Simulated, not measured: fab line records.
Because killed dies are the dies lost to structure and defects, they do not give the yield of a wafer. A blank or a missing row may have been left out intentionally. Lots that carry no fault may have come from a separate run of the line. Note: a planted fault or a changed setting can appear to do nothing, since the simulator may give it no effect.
Problem report in the 8D (eight disciplines) form, filled by code -- flow sfq line -- the parts of the form that need people (team, actions taken, sign-off) are left out

1. WHAT WENT WRONG
Wafers without a fault read 70.0 s, standard deviation 0.46; run length s at SFQ_TRILAYER_I2_VIA_BARC_OPEN_VIA_ETCH_096 reads a mean of 75.2 s on 3 wafers belonging to 3 lots. Relative to the usual mean, that is a shift of +11 standard deviations.
The step: etches BARC in O2, target depth 125 nm, time 41.7 s.
Seen first at day 42 04:54 on rie diel-01, wafer L660.1. The record holds 45 wafers of 15 lots with a number at this step. The rule behind "out" and "out of limits": a value lying over 4 standard deviations away from the usual mean. Any other wafer with a number is counted as sound.

2. WHAT IT IS AND WHAT IT IS NOT
question,is,is not
which readings at this step,"run length s, oes product au",drypump motor current A
which lots,"L660, L662, L664","L646, L647, L648, L649, L650, L651, L652, L653, L665, L666, L668, L669"
which wafers of those lots,"L660.1, L662.1, L664.6","L660.5, L660.6, L662.3, L662.4, L664.2, L664.3"
read on which tools,rie diel-01,"rie diel-03, rie diel-04"
when,from day 42 04:54,"up to then (26 sound wafers); but 16 sound wafers of L662, L664, L665, L666, L668, L669 came after"

3. WHAT RULES OUT EACH SUSPECT
Counting: a tool at a process step up to the reading stays a suspect if it ran every lot that is out. Sound lots after the first of them don't rule it out here, since some wafers of a struck lot are sound.
- rie diel-01 at SFQ_TRILAYER_I2_VIA_BARC_OPEN_VIA_ETCH_096 (etches BARC in O2, target depth 125 nm, time 41.7 s): kept. It ran every lot that is out, first L660 (day 42 04:54); its last sound lot up to then is L653 (day 40 18:23). Its own oes product au, run length s readings are out on those wafers.
- At SFQ_TRILAYER_I2_VIA_BARC_OPEN_VIA_ETCH_096, inside rie diel-01: chamber 1 took the wafers that are out, while their sound lot-mates went through chambers 0, 2, 3.
The count leaves rie diel-01 at SFQ_TRILAYER_I2_VIA_BARC_OPEN_VIA_ETCH_096.

4. THE CAUSE (what the simulator had put in)
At SFQ_TRILAYER_I2_VIA_BARC_OPEN_VIA_ETCH_096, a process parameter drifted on rie diel-01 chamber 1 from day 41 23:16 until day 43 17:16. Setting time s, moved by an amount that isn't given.
Only this tool survived the counting.

5. THE CHAIN OF EFFECTS, in route order
Each row: a reading whose mean over the struck wafers that have a number lies more than 3 standard deviations from the usual. Only readings whose record carries a usual standard deviation are examined. hours: median over the lots of the time between each lot's start at the first step of this table that gives one and its start at this step. sigmas: the change, counted in usual standard deviations.
hours,step,reading,usual,on struck wafers,change,sigmas
0,SFQ_TRILAYER_I2_VIA_BARC_OPEN_VIA_ETCH_096,oes product au,0.684 a.u.,0.648,-0.036,-8.0
0,SFQ_TRILAYER_I2_VIA_BARC_OPEN_VIA_ETCH_096,run length s,70.0 s,75.2,+5.2,+11
Its process steps:
- SFQ_TRILAYER_I2_VIA_BARC_OPEN_VIA_ETCH_096: etches BARC in O2, target depth 125 nm, time 41.7 s.

6. HOW IT WOULD HAVE BEEN CAUGHT EARLIER
The fault began at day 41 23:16; the first out-of-limits reading in this record came at day 42 04:54, 6 hours later.
